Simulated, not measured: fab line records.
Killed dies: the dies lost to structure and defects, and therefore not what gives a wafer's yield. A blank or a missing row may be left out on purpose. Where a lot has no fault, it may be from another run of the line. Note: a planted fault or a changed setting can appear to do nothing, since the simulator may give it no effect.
Which of the tools did it?	flow gf180mcu	6 lots, 17 wafers sampled, at 2 steps of a route of 602

## WHAT EACH GAUGE READ, for each wafer
GF_CONTACT_RS_MEAS_25: measurement is done with a four-point probe.
lot	measured	on	CONTACT_W_RS (ohm/sq)
L600	day 16 10:04	film_metro-02	0.384 0.379 0.387
L608	day 19 08:49	film_metro-04	0.379 0.381 0.384
L610	day 20 04:12	film_metro-04	0.243 0.384
L618	day 23 02:43	film_metro-04	0.374 0.374 0.379
L620	day 23 13:16	film_metro-03	0.380 0.380 0.378
L622	day 24 01:29	film_metro-04	0.381 0.385 0.383

## WHICH TOOL RAN EACH LOT (tool, then ch and the chambers of the sampled wafers, then the start)
lot	GF_CONTACT_CVD_24
L600	cvd_w-02 ch 0,1, day 16 09:56
L608	cvd_w-02 ch 0,1, day 19 08:41
L610	cvd_w-02 ch 1, day 20 04:06
L618	cvd_w-02 ch 0,1, day 23 02:36
L620	cvd_w-02 ch 0,1, day 23 13:10
L622	cvd_w-02 ch 0,1, day 24 01:23
- GF_CONTACT_CVD_24: deposits W, target thk 300 nm, time 90.339 s.

## THE ANSWER, worked out from the rows above alone
Rule: the usual values come from the lots themselves. Put in order of their means at a reading, lots are off if they are a third of the lots or fewer, leave a main group of 4 or more, and stand apart from it by a gap of 3 or more times the standard deviation of the main group's means; of several such gaps the widest counts. The tables above print the reading to a certain number of digits; a main group whose means all agree to those digits is not used. Also off: a lot with no number at a reading for which 4 or more lots have one. All remaining lots with rows at the step are treated as sound.
Off: L610, at GF_CONTACT_RS_MEAS_25 (CONTACT_W_RS). The main group has a mean of 0.381 ohm/sq with a standard deviation of 0.0028.
A tool fits if, at a process step before that reading, it ran every lot that is off, and no sound lot after the first of them. Gauges at GF_CONTACT_RS_MEAS_25: tried the same way as those tools. None of those tried fits.

## WHAT THE SIMULATOR PUT IN
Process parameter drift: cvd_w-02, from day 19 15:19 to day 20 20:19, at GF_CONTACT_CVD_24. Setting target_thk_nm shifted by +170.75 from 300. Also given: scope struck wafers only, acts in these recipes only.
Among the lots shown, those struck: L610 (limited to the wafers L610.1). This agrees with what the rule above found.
